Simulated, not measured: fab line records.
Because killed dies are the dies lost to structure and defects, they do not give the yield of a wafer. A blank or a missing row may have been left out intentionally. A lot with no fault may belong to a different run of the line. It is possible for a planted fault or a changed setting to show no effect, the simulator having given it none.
A single fault, viewed from 2 desks / flow sfq_line / what lay behind the numbers comes last; until then each desk has only its own

THE METROLOGY DESK
Lot by lot, what the gauges showed, no matter which tool ran the lot: averages of those sampled wafers that carry a number. Marked OUT: a lot whose mean sits more than 4 standard deviations from the usual mean, which makes it out of limits; the brackets give that distance.
Columns: A = R5_MONX_RS at SFQ_R5_RS_MEAS_933, usual 7.04 ohm/sq; B = R5_MONX_THK at SFQ_R5_THK_MEAS_934, usual 40.1 nm; C = R5_OVL at SFQ_R5_OVL_MEAS_935, usual -2 nm; D = I5_OVL at SFQ_I5_OVL_MEAS_936, usual 2 nm; E = C5_OVL at SFQ_C5_OVL_MEAS_937, usual 0 nm; F = M6_NB_RS at SFQ_M6_RS_MEAS_938, usual 0.894 ohm/sq; G = M8_BOW at SFQ_M8_BOW_MEAS_951, usual 10 um
lot=L398; first seen here=day 50 07:17; A=7.05; B=39.9; C=4; D=3; E=-0; F=0.883; G=16
lot=L399; first seen here=day 50 10:18; A=7.04; B=40.1; C=-7; D=3; E=1; F=0.904; G=4
lot=L403; first seen here=day 56 01:18; A=7.04; B=40.0; C=0; D=9; E=1; F=0.902; G=10
lot=L407; first seen here=day 58 23:47; A=7.00; B=40.8; C=-1; D=1; E=-1; F=0.900; G=-5
lot=L417; first seen here=day 65 18:11; A=7.04; B=40.3; C=-2; D=-3; E=-4; F=0.888; G=7
lot=L419; first seen here=day 66 15:25; A=6.98; B=40.1; C=-5; D=2; E=3; F=0.901; G=13
Result from this desk: across the 6 lots, nothing is out of limits.

AT THE TOOL OWNER'S DESK: rie_metal-03
The tool's own readings at SFQ_TRILAYER_R5_ETCH_METAL_ETCH_139 (etches the open film in Cl2, stops on SiO2, target depth 60 nm, time 40 s): means of the sampled wafers that have a number, for each lot that ran on this tool. Marked OUT: a lot whose mean sits more than 4 standard deviations from the usual mean, which makes it out of limits; the brackets give that distance.
Columns: A = drypump_motor_current_A at SFQ_TRILAYER_R5_ETCH_METAL_ETCH_139, usual 5.9 A; B = oes_product_au at SFQ_TRILAYER_R5_ETCH_METAL_ETCH_139, usual 0.987 a.u.
lot=L407; first seen here=day 59 14:19; A=6.3; B=0.987
lot=L417; first seen here=day 65 23:43; A=6.3; B=0.808 (-30) OUT
lot=L419; first seen here=day 67 08:57; A=6.4; B=0.904 (-14) OUT
This desk finds L417, L419 out of limits, L417 being first, at day 65 23:43 (oes_product_au at SFQ_TRILAYER_R5_ETCH_METAL_ETCH_139). Within limits: L407.

BROUGHT TOGETHER
At day 65 23:43, on L417, L419, the tool owner's desk was in a position to raise an alarm.
Metrology desk: nothing out of limits seen.
The metrology desk has L417, L419 on record, within its limits.
All the named lots went through SFQ_TRILAYER_R5_ETCH_METAL_ETCH_139 on rie_metal-03.

WHAT THE SIMULATOR PUT IN
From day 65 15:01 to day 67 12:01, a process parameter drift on rie_metal-03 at SFQ_TRILAYER_R5_ETCH_METAL_ETCH_139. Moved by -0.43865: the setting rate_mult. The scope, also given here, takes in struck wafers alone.
Shown lots that were struck: L417, L419.
Delay in hours, fault start to first out-of-limits reading, by desk: the tool owner's desk at 9.
